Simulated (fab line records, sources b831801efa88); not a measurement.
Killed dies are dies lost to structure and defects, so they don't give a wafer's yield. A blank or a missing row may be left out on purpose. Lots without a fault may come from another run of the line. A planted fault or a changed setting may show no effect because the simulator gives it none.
Split-lot experiment | flow gf180mcu | 5 lots, 23 wafers read, on a route of 602 steps

THE SPLIT
At GF_SAB_DEVELOP_08 (develop time 60 s), the setting develop_time_s was moved away from the recipe's 60 s on 9 of the 23 wafers read, by -8.5% to +8.3%. The other wafers ran this setting at the recipe's value.

The file shows no step between the split and the reading.

THE READING
cd_nm, in nm, at GF_SAB_CD_MEAS_09 (target cd 420 nm). Fault-free wafers of this fab line usually give 419.3 nm, standard deviation 1.9 nm.

wafer  | tool, chamber at the split | develop_time_s as run, s | against the recipe | cd_nm, nm | against lot-mates on the recipe
L075.1 | litho_track-01, 0          | 60                       | recipe             | 418.3     | -
L075.2 | litho_track-01, 0          | 54.91                    | -8.5%              | 427.9     | +8.8
L075.4 | litho_track-01, 0          | 54.91                    | -8.5%              | 426.6     | +7.6
L075.5 | litho_track-01, 0          | 60                       | recipe             | 419.8     | -
L075.6 | litho_track-01, 0          | 54.91                    | -8.5%              | 423.7     | +4.6
L082.1 | litho_track-02, 0          | 60                       | recipe             | 420.6     | -
L082.2 | litho_track-02, 0          | 64.97                    | +8.3%              | 415.1     | -6.1
L082.3 | litho_track-02, 0          | 60                       | recipe             | 421.0     | -
L082.4 | litho_track-02, 0          | 64.97                    | +8.3%              | 414.1     | -7.1
L082.5 | litho_track-02, 0          | 60                       | recipe             | 422.0     | -
L083.2 | litho_track-02, 0          | 60                       | recipe             | 421.2     | -
L083.3 | litho_track-02, 0          | 60                       | recipe             | 420.2     | -
L083.4 | litho_track-02, 0          | 60                       | recipe             | 421.5     | -
L084.1 | litho_track-02, 0          | 57.52                    | -4.1%              | 423.2     | +3.6
L084.2 | litho_track-02, 0          | 60                       | recipe             | 420.6     | -
L084.3 | litho_track-02, 0          | 60                       | recipe             | 419.1     | -
L084.4 | litho_track-02, 0          | 60                       | recipe             | 419.2     | -
L084.5 | litho_track-02, 0          | 57.52                    | -4.1%              | 422.8     | +3.2
L085.1 | litho_track-02, 0          | 60                       | recipe             | 417.5     | -
L085.2 | litho_track-02, 0          | 60                       | recipe             | 420.6     | -
L085.3 | litho_track-02, 0          | 55.49                    | -7.5%              | 425.2     | +6.1
L085.4 | litho_track-02, 0          | 55.49                    | -7.5%              | 426.2     | +7.1
L085.6 | litho_track-02, 0          | 60                       | recipe             | 419.2     | -

THE FIT
A straight line over all 23 wafers: cd_nm changes by -0.7 nm for each +1% of develop_time_s; r = -0.94; the points scatter about the line by 1.2 nm.
The same after taking each lot's own level away (the mean of its wafers on the recipe; 23 wafers): -0.826 nm for each +1%; r = -0.97; scatter 0.98 nm.
On that fit, the largest move of develop_time_s shifts the reading by 7 nm.
The lots' own levels span 419.05 to 421.20 nm, that is 1.1 times the standard deviation above.
So the lot-to-lot level changes the slope: the two fits differ.
Check: with one of the wafers moved furthest among these (-8.5%) left out of the fit, the line predicts +6.73 nm for it against its lot-mates. It came out at +8.85 nm against them.

OTHER SPLITS ON THESE WAFERS
These wafers also went through other splits before the reading. Each is held against what the fit with the lots' levels taken away leaves over:
other split on the same wafers  | wafers away from the commonest value | r with cd_nm (lot level and that fit taken away)
GF_HV_LDD_COAT_14 resist_thk_nm | 8                                    | -0.36
GF_HV_LDD_IMPLANT_21 energy_kev | 5                                    | -0.03
GF_HV_LDD_IMPLANT_33 dose_cm2   | 10                                   | -0.07
GF_HV_LDD_IMPLANT_48 energy_kev | 11                                   | +0.02
GF_HV_LDD_CVD_56 time_s         | 15                                   | +0.03
GF_PSD_COAT_02 spin_rpm         | 4                                    | -0.03
GF_PSD_EXPOSE_04 dose_mj        | 2                                    | -0.13
GF_SAB_CVD_00 time_s            | 8                                    | +0.10

THE WHOLE CHAIN: every reading that the file lists as answering this split, in the file's order
step              | what it does                                              | reading                                                    | change (the file's fit)               | r (the file's)
GF_SAB_CD_MEAS_09 | target cd 420 nm                                          | cd_nm                                                      | -0.832 nm for each +1% of the setting | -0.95
GF_SAB_ETCH_11    | etches SiO2 in C4F8/O2/Ar, target depth 55 nm, time 8.5 s | SAB.cd_nm (the simulator's own value, which no gauge read) | -0.799 nm for each +1% of the setting | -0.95

THE FILE'S OWN FIT
cd_nm changes by -0.832 nm for each +1% of develop_time_s, r = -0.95.
